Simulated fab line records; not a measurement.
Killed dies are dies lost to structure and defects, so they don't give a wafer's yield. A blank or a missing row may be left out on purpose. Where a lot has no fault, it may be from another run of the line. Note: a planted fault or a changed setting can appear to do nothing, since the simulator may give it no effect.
Code-filled problem report in 8D (eight disciplines) form / flow sky130 / the parts of the form that need people (team, actions taken, sign-off) are left out

1. THE PROBLEM
Wafers free of any fault read 624.7 ohm/sq (standard deviation 1.7) for NWELL_RS at SKY_NWELL_RS_MEAS_29, against a mean of 616.3 ohm/sq on 6 wafers of 2 lots. That puts it -5.0 standard deviations away from the usual mean.
The step: measures by four-point-probe.
The first sign was on wafer L587.2 at day 7 14:35, on film_metro-02. Wafers with a number at this step in the record: 39, from 13 lots. The rule behind "out" and "out of limits": a value lying over 4 standard deviations away from the usual mean. Any other wafer with a number is counted as sound.

2. WHAT IT IS, AND WHAT IT ISN'T
question=which readings at this step | is=NWELL_RS | is not=-
question=which lots | is=L587, L589 | is not=L578, L580, L581, L582, L586, L588, L591, L593, L596, L597, L600
question=which wafers of those lots | is=all that have a number | is not=-
question=read on which gauges | is=film_metro-02, film_metro-03 | is not=film_metro-04
question=when | is=from day 7 14:35 | is not=up to then (15 sound wafers); but 18 sound wafers of L588, L591, L593, L596, L597, L600 came after

3. WHAT RULES OUT EACH SUSPECT
Counting: any tool at a process step up to the reading is kept as a suspect provided that every lot that is out went through it and no sound lot did after the first of them.
- the gauge at SKY_NWELL_RS_MEAS_29 is ruled out. Those wafers that are out were read across 2 gauges (film_metro-02, film_metro-03).
- implanter-02 at SKY_NWELL_IMPLANT_13: kept. It ran every lot that is out, first L587 (day 6 21:53), and no sound lot after that; its last sound lot up to then is L582 (day 5 21:32). On those wafers its own readings are out: dose_ions_cm2, faraday_current_uA.
Left after counting: implanter-02 at SKY_NWELL_IMPLANT_13.

4. THE CAUSE (what the simulator had put in)
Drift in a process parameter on implanter-02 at SKY_NWELL_IMPLANT_13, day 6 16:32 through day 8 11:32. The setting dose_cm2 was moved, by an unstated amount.
Only this tool survived the counting.

5. SEQUENCE OF EFFECTS, ordered by route
Rows list readings where the struck wafers' mean (over those with a number) sits beyond 3 standard deviations from the usual. Only readings for which the record gives a usual standard deviation are gone through. hours: the time from each lot's start at the first step in this table that gives one to its start at this step, as a median over the lots. sigmas: the change in usual standard deviations.
hours=0; step=SKY_NWELL_IMPLANT_13; reading=dose_ions_cm2; usual=7.001e+11; on struck wafers=9.159e+11; change=+2.158e+11; sigmas=+99 or more
hours=0; step=SKY_NWELL_IMPLANT_13; reading=faraday_current_uA; usual=3.96; on struck wafers=5.10; change=+1.14; sigmas=+15
hours=18; step=SKY_NWELL_RS_MEAS_29; reading=NWELL_RS; usual=624.7 ohm/sq; on struck wafers=616.3; change=-8.4; sigmas=-5.0
It contains these process steps:
- SKY_NWELL_IMPLANT_13
Later measuring or inspecting steps at which every struck wafer that the step has a row for has a number for every such reading, and none has moved that far: SKY_SONOS_ONO_THK_MEAS_03, SKY_RES_PROTECT_TW_MEAS_08.

6. WHAT WOULD HAVE CAUGHT IT SOONER
22 hours passed between the start of the fault at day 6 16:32 and the first reading out of limits at a measuring or inspecting step in this record, taken at day 7 14:35.
At SKY_NWELL_IMPLANT_13, the tool's own readings (dose_ions_cm2, faraday_current_uA) were out on each struck wafer the step has a row for, so an alarm limit on them would have fired on the first such wafer.
Each of the lots that are out, 2 in all, had begun SKY_NWELL_IMPLANT_13 on implanter-02 no later than day 7 14:35. Holding the tool at that point would not have protected any of them.
